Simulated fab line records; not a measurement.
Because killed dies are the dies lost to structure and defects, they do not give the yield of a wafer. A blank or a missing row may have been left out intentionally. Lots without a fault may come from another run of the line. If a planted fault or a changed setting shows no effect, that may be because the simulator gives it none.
A struck lot beside a sound one / flow sky130 / 15 steps out of a route of 708
Sound: these wafers, L646.3, L646.5, L646.6. Struck: wafers L656.2, L656.6 (left out: L656.4, a lot-mate that was not struck); the cause follows at the end.
For every step that has rows: the tool of each side, followed by ch and its chambers, followed by its first start. Under that, the readings that differ: sound wafers / struck wafers / difference of the means / sigmas: that difference in standard deviations of wafers without a fault.
alike: words and numbers the same on both sides, and readings whose means are apart by under 2 such deviations; not compared: readings that were withheld, readings missing a value for some wafer, numbers with overlapping values and no deviation given by the record, and bounds like >300 which may hide the same value.
A row with sigmas, a row that says differs or no value, or rows on one side alone: a step with any of these is where the two part. Non-overlapping numbers with no deviation appear without sigmas and do not part them. A reading that every wafer of one side lacks parts them only if that side has two wafers or more.

SKY_SD_N_OVL_MEAS_08:
  sound: overlay-02 at day 29 18:15; struck: overlay-02 at day 33 01:07
  alike: SD_N_OVL
then, 2 steps without rows for these wafers: SKY_SD_N_IMPLANT_09; SKY_SD_N_IMPLANT_10.
SKY_SD_N_STRIP_11: strips in O2/N2.
  sound on plasma_asher-04 ch 0,1, day 29 18:37; struck on plasma_asher-01 ch 1, day 33 01:26
  alike: drypump_motor_current_A, oes_product_au, strip_time_to_endpoint_s
  not compared: rf_hours_counter_h
SKY_SD_N_TW_MEAS_12:
  sound: film_metro-04 at day 29 18:42; struck: film_metro-01 at day 33 01:33
  alike: SD_N_TW
then, 1 step without rows for these wafers: SKY_SD_N_CLEAN_13 (cleans in SC1/SC2, time 150 s).
SKY_SD_N_RTA_14: time 2 s.
  sound on rtp_anneal-02 ch 0, day 29 18:49; struck on rtp_anneal-02 ch 0, day 33 01:40
  alike: lamp_power_pct, ramp_down_c_per_s, wafer_temp_C_max
SKY_SD_N_RS_MEAS_16: the measuring method here is four-point-probe.
  sound: film_metro-03 at day 29 19:00; struck: film_metro-04 at day 33 01:51
  alike: SD_N_RS
SKY_SD_N_RS_MEAS_17: the measuring method here is four-point-probe.
  sound: film_metro-03 at day 29 19:07; struck: film_metro-04 at day 33 01:58
  alike: SD_P_RS
SKY_SD_N_RS_MEAS_18: the measuring method here is four-point-probe.
  sound: film_metro-03 at day 29 19:14; struck: film_metro-04 at day 33 02:05
reading=RES_XHIGH_RS (ohm/sq); sound=334.6 333.5 334.1; struck=331.0 331.8; difference=-2.7; sigmas=-2
then, 1 step without rows for these wafers: SKY_SALICIDE_CLEAN_00 (cleans in HF-last, time 30 s).
SKY_LI_CONTACT_HDPCVD_00: deposits PSG, target thk 930 nm, time 155 s.
  sound on hdpcvd-02 ch 0,1,2, day 29 19:20; struck on hdpcvd-01 ch 1, day 33 02:12
reading=model.PSG_of_LI_CONTACT_HDPCVD_00.thk_nm (nm); sound=929.7 950.9 934; struck=735.3 729.1; difference=-206.0; sigmas=
SKY_LI_CONTACT_THK_MEAS_01:
  sound: film_metro-01 at day 29 19:28; struck: film_metro-03 at day 33 02:32
reading=LI_CONTACT_HDPCVD_THK (nm); sound=930 951 934; struck=735 729; difference=-206; sigmas=-22
  not compared: hold
SKY_LI_CONTACT_CMP_02: polishes PSG.
  sound on cmp-01 ch 1,2,3, day 29 19:36; struck on cmp-01 ch 3, day 33 05:16
reading=hold; sound=- - -; struck=await_dispo/2.7h/release await_dispo/2.7h/release; difference=no value on the sound wafers; sigmas=
reading=time_to_endpoint_s (s); sound=31.5 34.1 37.5; struck=13.3 13.1; difference=-21.2; sigmas=-8
  alike: motor_current_A, retaining_ring_pressure_frac
SKY_LI_CONTACT_BOW_MEAS_03:
  sound: film_metro-01 at day 29 19:50; struck: film_metro-04 at day 33 05:49
  alike: LI_CONTACT_BOW

WHERE THEY PART
Earliest at SKY_SD_N_RS_MEAS_18; latest, in this record, at SKY_LI_CONTACT_CMP_02. Later steps at which nothing parts them and some readings are alike: SKY_LI_CONTACT_BOW_MEAS_03.

WHY: the cause the simulator had injected
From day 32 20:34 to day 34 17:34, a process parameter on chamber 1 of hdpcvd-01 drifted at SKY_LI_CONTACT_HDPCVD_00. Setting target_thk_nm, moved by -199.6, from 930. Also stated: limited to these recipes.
